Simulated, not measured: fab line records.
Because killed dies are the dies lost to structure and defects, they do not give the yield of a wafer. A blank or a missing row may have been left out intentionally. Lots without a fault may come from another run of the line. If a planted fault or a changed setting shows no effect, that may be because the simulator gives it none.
A struck lot beside a sound one / flow gf180mcu / 15 out of 602 route steps
Sound: wafers L785.1, L785.2, L785.5. The struck wafers were L794.3, L794.4, L794.6. Last of all comes the cause.
For every step that has rows: the tool of each side, followed by ch and its chambers, followed by its first start. Under that, the readings that differ: sound wafers / struck wafers / difference of the means / sigmas: that difference in standard deviations of wafers without a fault.
alike: readings with means less than 2 such deviations apart, plus words and numbers identical on both sides. not compared: withheld readings, readings lacking a value on some wafer, bounds such as >300 that could conceal the same value, and numbers that have no deviation in the record and whose values overlap.
Wherever a step has rows on one side only, a row that says differs or no value, or a row with sigmas, the two part there. Numbers that don't overlap but have no deviation are shown without sigmas and don't part them. A reading that every wafer of one side lacks parts them only if that side has two wafers or more.

GF_M2_SPUTTER_04: material TiN, target thk 50 nm, time 41.7 s.
  sound on pvd-sputter-03, day 20 17:19; struck on pvd-sputter-01, day 24 04:43
  alike: throttle-valve-pct
GF_M2_RS_MEAS_05: a four-point-probe measurement.
  sound on film-metro-04, day 20 17:22; struck on film-metro-04, day 24 04:48
  alike: M2_ALCU_RS
GF_M2_THK_MEAS_06: measures by xrf.
  sound on film-metro-04, day 20 17:29; struck on film-metro-04, day 24 04:54
  alike: M2_ALCU_THK
then, 7 steps without rows for these wafers: GF_M2_DEHYDRATE_07 (time 60 s); GF_M2_HMDS_08 (prime time 60 s); GF_M2_COAT_09 (resist thk 1000 nm); GF_M2_SOFTBAKE_10 (time 60 s); GF_M2_EXPOSE_11 (exposes mask Metal2, target cd 280 nm); GF_M2_PEB_12 (peb time 90 s); GF_M2_DEVELOP_13 (develop time 60 s).
GF_M2_CD_MEAS_14 targets a cd of 280 nm.
  sound on cd-sem-01, day 21 17:55; struck on cd-sem-02, day 25 02:21
  alike: cd-nm
GF_M2_OVL_MEAS_15:
  sound on overlay-01, day 21 18:02; struck on overlay-01, day 25 02:26
  alike: M2_OVL
GF_M2_METAL_ETCH_16: etches the open film in Cl2/BCl3, stops on SiO2, target depth 627.5 nm, time 104.6 s.
  sound on rie-metal-03 ch 0,1, day 21 18:04; struck on rie-metal-02 ch 0,1, day 25 02:30
reading=oes-product-au (a.u.); sound=0.984 0.975 0.979; struck=0.707 0.710 0.717; difference=-0.268; sigmas=-40
reading=throttle-valve-pct (%); sound=28.230 28.239 28.238; struck=28.527 28.541 28.542; difference=+0.301; sigmas=+31
reading=model.etch.depth-nm (nm); sound=608.9 607.5 606.8; struck=336.1 336.2 335.2; difference=-271.9; sigmas=
reading=model.M2.feature-depth-nm (nm); sound=608.9 607.5 606.8; struck=336.1 336.2 335.2; difference=-271.9; sigmas=
reading=model.KrF_of_M2_COAT_09.thk-nm (nm); sound=737.8 732.7 728.3; struck=859.4 857.5 860.7; difference=+126.3; sigmas=
  alike: drypump-motor-current-A
  not compared: rf-hours-counter-h
GF_M2_STRIP_17: strips in O2/N2.
  sound on plasma-asher-01 ch 0,1, day 21 18:11; struck on plasma-asher-04 ch 0,1, day 25 02:37
reading=oes-product-au (a.u.); sound=0.558 0.560 0.557; struck=0.605 0.604 0.607; difference=+0.047; sigmas=+11
reading=strip-time-to-endpoint-s (s); sound=7.90 7.86 7.81; struck=9.07 9.06 9.10; difference=+1.22; sigmas=+28
  alike: drypump-motor-current-A, heater-power-w
  not compared: rf-hours-counter-h
then, 1 step without rows for these wafers: GF_M2_STRIP_18 (strips in post etch residue remover, time 1200 s).

## WHERE THEY PART
At GF_M2_METAL_ETCH_16 first; at GF_M2_STRIP_17 last (within this record only).

WHY: what the simulator had put in
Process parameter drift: rie-metal-02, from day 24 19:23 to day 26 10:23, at GF_M2_METAL_ETCH_16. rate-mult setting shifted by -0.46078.
